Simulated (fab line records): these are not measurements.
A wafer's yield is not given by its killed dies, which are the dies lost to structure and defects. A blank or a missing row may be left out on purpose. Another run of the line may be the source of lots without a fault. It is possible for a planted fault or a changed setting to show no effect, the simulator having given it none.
Chamber matching + flow sky130 + 4 sister chambers for SKY_LI_CONTACT_ETCH_15 on rie-diel-02
The step etches PSG in C4F8/O2/Ar, stops on Si, target depth 600 nm. 4 wafers are shown with their chamber, then 11 later ones without.

## WAFERS WITH THEIR CHAMBER
| wafer  | chamber | oes-product-au (a.u.) |
|--------|---------|-----------------------|
| L181.2 | 1       | 0.831                 |
| L181.4 | 3       | 0.836                 |
| L181.5 | 2       | 0.835                 |
| L185.3 | 0       | 0.830                 |

## WAFERS MISSING THEIR CHAMBER
| wafer  | oes-product-au (a.u.) |
|--------|-----------------------|
| L185.4 | 0.838                 |
| L185.6 | 0.829                 |
| L186.1 | 0.838                 |
| L186.5 | 0.837                 |
| L186.6 | 0.830                 |
| L187.1 | 0.839                 |
| L187.2 | 0.840                 |
| L187.4 | 0.839                 |
| L188.1 | 0.835                 |
| L188.2 | 0.839                 |
| L188.3 | 0.841                 |

## WHICH CHAMBER EACH WENT THROUGH
| wafer  | from the rows above               | in truth |
|--------|-----------------------------------|----------|
| L185.4 | can't be placed: 3 or 2 or 1      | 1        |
| L185.6 | can't be placed: 0 or 1 or 2      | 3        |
| L186.1 | can't be placed: 3 or 2 or 1      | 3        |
| L186.5 | can't be placed: 3 or 2 or 1      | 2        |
| L186.6 | can't be placed: 0 or 1 or 2      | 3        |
| L187.1 | can't be placed: 3 or 2 or 1      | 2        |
| L187.2 | can't be placed: 3 or 2 or 1      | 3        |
| L187.4 | can't be placed: 3 or 2 or 1      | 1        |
| L188.1 | can't be placed: 2 or 3 or 1 or 0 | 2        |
| L188.2 | can't be placed: 3 or 2 or 1      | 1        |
| L188.3 | can't be placed: 3 or 2 or 1      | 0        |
Correct placement for 0 of the 11. From these rows, 11 cannot be placed; in 8 the true chamber is one of the candidates. Wrongly placed: 0.
How it was worked out, from the rows above alone: a wafer's distance from a chamber is the root of the sum, over the readings, of the square of ((its reading less the chamber's mean) divided by the reading's scatter). If the next closest chamber is less than 2 further off than the closest, the wafer can't be placed; otherwise it belongs to the closest. Each chamber's mean is taken over the wafers shown for it. The scatter: root of mean squared gap, hidden wafer to nearest shown wafer, with one shown wafer a chamber.
